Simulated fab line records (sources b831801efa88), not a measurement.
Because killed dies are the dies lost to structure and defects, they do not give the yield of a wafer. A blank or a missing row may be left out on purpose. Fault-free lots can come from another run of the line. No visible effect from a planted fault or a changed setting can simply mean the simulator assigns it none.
Struck lot and sound lot, side by side    flow gf180mcu    15 out of 602 route steps
Sound: wafers L531.2, L531.3, L531.6. The struck wafers were L542.1, L542.5, L542.6. At the end, the cause is stated.
At each step with rows: each side's tool, then ch and its chambers, then its first start. Under that, the readings that differ: sound wafers    struck wafers    difference of the means    sigmas: that difference in standard deviations of wafers without a fault.
alike: readings whose means differ by less than 2 such deviations, and words and numbers that are the same on both sides. not compared: withheld readings, readings that some wafer has no value for, bounds like >300 that may hide the same value, and numbers for which the record gives no deviation and whose values overlap.
A row with sigmas, a row that says differs or no value, or rows on one side alone: a step with any of these is where the two part. When numbers do not overlap yet have no deviation, they are printed without sigmas and do not part them. A reading missing from all wafers of one side parts the sides only when that side holds two or more wafers.

GF_VT_IMPLANT_OVL_MEAS_18:
  sound on overlay-01 at day 7 11:46; struck on overlay-01 at day 10 05:18
  alike: VT_IMPLANT_01_OVL
then, 1 step without rows for these wafers: GF_VT_IMPLANT_IMPLANT_19.
GF_VT_IMPLANT_STRIP_20: strips in O2/N2.
  sound on plasmaAsher-01 ch 0,1, day 7 11:56; struck on plasmaAsher-01 ch 0,1, day 10 05:29
reading                   sound              struck             difference  sigmas
stripTimeToEndpointS (s)  12.63 12.69 12.64  12.59 12.55 12.58  -0.08       -3
  alike: drypumpMotorCurrentA, heaterPowerW, oesProductAu
  not compared: rfHoursCounterH
GF_VT_IMPLANT_TW_MEAS_21:
  sound on filmMetro-04 at day 7 12:03; struck on filmMetro-04 at day 10 05:35
  alike: VT_IMPLANT_2_TW
then, 7 steps without rows for these wafers: GF_VT_IMPLANT_DEHYDRATE_22 (time 60 s); GF_VT_IMPLANT_HMDS_23 (prime time 60 s); GF_VT_IMPLANT_COAT_24 (resist thk 1000 nm); GF_VT_IMPLANT_SOFTBAKE_25 (time 60 s); GF_VT_IMPLANT_EXPOSE_26 (exposes mask LVPWELL HV AREA, target cd 860 nm); GF_VT_IMPLANT_PEB_27; GF_VT_IMPLANT_DEVELOP_28 (develop time 60 s).
GF_VT_IMPLANT_OVL_MEAS_29:
  sound on overlay-02 at day 8 03:57; struck on overlay-01 at day 10 23:51
  alike: VT_IMPLANT_02_OVL
GF_VT_IMPLANT_IMPLANT_30:
  sound on implanter-02 ch 0, day 8 04:00; struck on implanter-04 ch 0, day 10 23:53
reading                   sound              struck             difference  sigmas
implantIonAmu             11 11 11           31 31 31           +20         
model.implant.rpNm (nm)   77.64 77.64 77.64  33.63 33.63 33.63  -44.01      
model.implant.drpNm (nm)  35.62 35.62 35.62  14.84 14.84 14.84  -20.78      
GF_VT_IMPLANT_STRIP_31: strips in O2/N2.
  sound on plasmaAsher-03 ch 1, day 8 04:08; struck on plasmaAsher-03 ch 0,1, day 11 00:02
  alike: drypumpMotorCurrentA, heaterPowerW, oesProductAu, stripTimeToEndpointS
  not compared: rfHoursCounterH
GF_VT_IMPLANT_TW_MEAS_32:
  sound on filmMetro-01 at day 8 04:14; struck on filmMetro-04 at day 11 00:22
reading          sound              struck             difference  sigmas
VT_IMPLANT_3_TW  271.8 271.8 270.4  514.1 514.6 513.1  +242.6      +90
  not compared: hold

WHERE THEY PART
At GF_VT_IMPLANT_STRIP_20 first; at GF_VT_IMPLANT_TW_MEAS_32 last (within this record only).

WHY: the cause the simulator had injected
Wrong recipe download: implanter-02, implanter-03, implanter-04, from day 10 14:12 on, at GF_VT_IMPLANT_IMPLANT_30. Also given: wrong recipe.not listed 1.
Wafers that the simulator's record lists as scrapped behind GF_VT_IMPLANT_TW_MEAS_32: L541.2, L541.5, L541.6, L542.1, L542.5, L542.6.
